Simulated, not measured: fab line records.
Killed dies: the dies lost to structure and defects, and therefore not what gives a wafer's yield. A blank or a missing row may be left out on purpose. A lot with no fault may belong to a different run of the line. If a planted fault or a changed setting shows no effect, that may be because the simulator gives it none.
Matching of chambers + flow sky130 + SKY_VIA2_CMP_02 on cmp-01: 4 sister chambers
The step polishes SiO2. 14 wafers are shown with their chamber, then 7 later ones without.

WAFERS WITH THEIR CHAMBER
| wafer  | chamber | motorCurrentA (A) | slurryFlowMlMin | retainingRingPressureFrac |
|--------|---------|-------------------|-----------------|---------------------------|
| L793.3 | 3       | 11.0              | 148.6           | 1.002                     |
| L793.5 | 3       | 11.5              | 148.9           | 1.004                     |
| L793.6 | 2       | 12.0              | 150.5           | 1.001                     |
| L797.1 | 2       | 13.1              | 150.1           | 1.000                     |
| L797.2 | 1       | 12.1              | 149.6           | 1.002                     |
| L797.4 | 3       | 11.6              | 149.7           | 0.997                     |
| L796.1 | 3       | 11.6              | 149.7           | 1.015                     |
| L796.4 | 0       | 13.4              | 149.4           | 1.004                     |
| L796.6 | 1       | 12.2              | 150.2           | 1.004                     |
| L803.1 | 0       | 13.7              | 149.9           | 1.001                     |
| L803.2 | 3       | 11.8              | 150.3           | 1.001                     |
| L803.6 | 0       | 13.8              | 150.5           | 0.993                     |
| L807.2 | 0       | 12.9              | 150.0           | 0.997                     |
| L807.4 | 1       | 12.0              | 150.3           | 0.997                     |

SIGNATURES, as means of the wafers listed above
| reading                   | chamber 0 | chamber 1 | chamber 2 | chamber 3 | scatter within a chamber |
|---------------------------|-----------|-----------|-----------|-----------|--------------------------|
| motorCurrentA             | 13.450    | 12.100    | 12.550    | 11.500    | 0.384                    |
| slurryFlowMlMin           | 149.950   | 150.033   | 150.300   | 149.440   | 0.534                    |
| retainingRingPressureFrac | 0.99875   | 1.00100   | 1.00050   | 1.00380   | 0.00527                  |
Rule: for each reading, subtract the chamber's mean from the wafer's reading, divide by that reading's scatter and square the result; add these up over the readings and take the root, which gives the wafer's distance from the chamber. The wafer belongs to the nearest chamber; if the next one is less than 2 further off, it can't be placed. The scatter: take each reading less its chamber's mean, square it, sum over the shown wafers, divide by the number of wafers less the number of chambers, and take the root.

WAFERS WITH NO CHAMBER GIVEN
| wafer  | motorCurrentA (A) | slurryFlowMlMin | retainingRingPressureFrac |
|--------|-------------------|-----------------|---------------------------|
| L807.6 | 11.0              | 150.0           | 1.001                     |
| L809.2 | 13.0              | 150.8           | 1.006                     |
| L809.5 | 11.3              | 150.1           | 1.006                     |
| L809.6 | 13.2              | 151.3           | 1.004                     |
| L811.2 | 12.4              | 149.9           | 0.990                     |
| L811.4 | 12.6              | 150.3           | 1.008                     |
| L811.6 | 12.5              | 150.4           | 1.015                     |

WHICH CHAMBER EACH ONE RAN IN
| wafer  | from the rows above               | in truth |
|--------|-----------------------------------|----------|
| L807.6 | can't be placed: 3 or 1           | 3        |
| L809.2 | can't be placed: 2 or 0 or 1      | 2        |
| L809.5 | can't be placed: 3 or 1           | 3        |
| L809.6 | can't be placed: 2 or 0 or 1      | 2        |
| L811.2 | can't be placed: 2 or 1 or 0 or 3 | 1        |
| L811.4 | can't be placed: 2 or 1 or 0 or 3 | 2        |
| L811.6 | can't be placed: 2 or 1 or 3 or 0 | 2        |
Placed correctly: 0 of 7. These rows do not allow placing 7 (true chamber among the candidates in 7). 0 placed wrongly.
